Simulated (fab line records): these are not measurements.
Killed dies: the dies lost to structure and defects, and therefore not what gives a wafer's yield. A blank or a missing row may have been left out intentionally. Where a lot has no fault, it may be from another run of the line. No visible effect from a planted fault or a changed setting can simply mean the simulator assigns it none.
The same fault as seen by 2 desks ; flow sky130 ; numbers are kept per desk, each desk with only its own; the story behind them comes last

== FOR THE TOOL OWNER'S DESK: lpcvd-02 ==
The tool's own readings at SKY_SPACER_CVD_00 (deposits Si3N4 from DCS/NH3, target thk 43.1 nm, time 740 s): means of the sampled wafers that have a number, for each lot that ran on this tool. Marked OUT: a lot whose mean sits more than 4 standard deviations from the usual mean, which makes it out of limits; the brackets give that distance.
Columns: A = spike tc centre C at SKY_SPACER_CVD_00, usual 771.8 C; B = spike tc lower C at SKY_SPACER_CVD_00, usual 770.3 C; C = spike tc top C at SKY_SPACER_CVD_00, usual 784.6 C; D = spike tc upper C at SKY_SPACER_CVD_00, usual 770.5 C
lot;first seen here;A;B;C;D
L398;day 22 15:53;770.5;769.8;783.8;771.7
L399;day 23 02:57;772.0;770.9;784.7;770.6
L400;day 23 16:40;765.0 (-4.9) OUT;763.2 (-7.9) OUT;779.9;762.9 (-5.4) OUT
L402;day 24 11:14;765.7 (-4.3) OUT;763.4 (-7.7) OUT;779.3;763.7 (-4.9) OUT
L412;day 28 01:44;773.6;770.0;784.5;769.9
L414;day 28 11:16;770.4;769.7;782.7;772.2
L415;day 29 03:37;772.4;770.7;785.1;769.8
L416;day 30 00:27;772.8;769.4;786.7;769.8
L417;day 30 03:01;770.7;770.2;783.3;771.6
L419;day 30 10:39;772.5;770.4;786.8;769.6
L420;day 30 18:33;770.2;770.5;782.9;770.9
This desk finds L400, L402 out of limits, L400 being first, at day 23 16:40 (spike tc centre C at SKY_SPACER_CVD_00). In limits: L398, L399, L412, L414, L415, L416, L417, L419, L420.

== THE METROLOGY DESK ==
Means of the sampled wafers that have a number, per lot and without regard to the tool the lot ran on: this is what the gauges read. Marked OUT: a lot whose mean sits more than 4 standard deviations from the usual mean, which makes it out of limits; the brackets give that distance.
Columns: A = LDD_N_OVL at SKY_LDD_N_OVL_MEAS_07, usual -0.5 nm; B = LDD_HVP_OVL at SKY_LDD_HVP_OVL_MEAS_07, usual 1.0 nm; C = SPACER_CVD_00_THK at SKY_SPACER_THK_MEAS_01, usual 43.1 nm; D = cd nm at SKY_POLY_CUT_CD_MEAS_08, usual 270.2 nm
lot;first seen here;A;B;C;D
L398;day 17 08:55;-1.0;1.0;43.5;270.7
L399;day 17 23:06;-1.1;1.1;42.5;271.6
L400;day 18 09:43;0.7;1.4;37.4 (-14) OUT;271.0
L402;day 19 05:55;-3.6;2.2;38.2 (-12) OUT;271.8
L412;day 23 01:13;0.0;1.1;43.2;271.6
L414;day 23 11:22;-2.7;0.6;43.5;269.1
L415;day 24 05:25;2.0;2.5;43.2;271.6
L416;day 25 03:58;-1.5;1.9;43.1;271.3
L417;day 25 05:19;-1.8;3.8;43.0;268.3
L419;day 25 14:16;-1.7;0.8;42.8;271.0
L420;day 25 20:25;0.3;1.4;43.3;267.0
Finding of this desk: L400, L402 out of limits, first seen on L400 at day 23 18:28 (SPACER_CVD_00_THK at SKY_SPACER_THK_MEAS_01). In limits: L398, L399, L412, L414, L415, L416, L417, L419, L420.

== ALL TOGETHER ==
The tool owner's desk could have raised an alarm at day 23 16:40, on L400, L402.
An alarm was possible from the metrology desk at day 23 18:28, on L400, L402.
Every lot named ran SKY_SPACER_CVD_00 on lpcvd-02.

== WHAT THE SIMULATOR PUT IN ==
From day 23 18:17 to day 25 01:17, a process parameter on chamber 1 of lpcvd-02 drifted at SKY_SPACER_CVD_00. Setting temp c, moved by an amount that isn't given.
Struck lots among those shown: L400, L402.
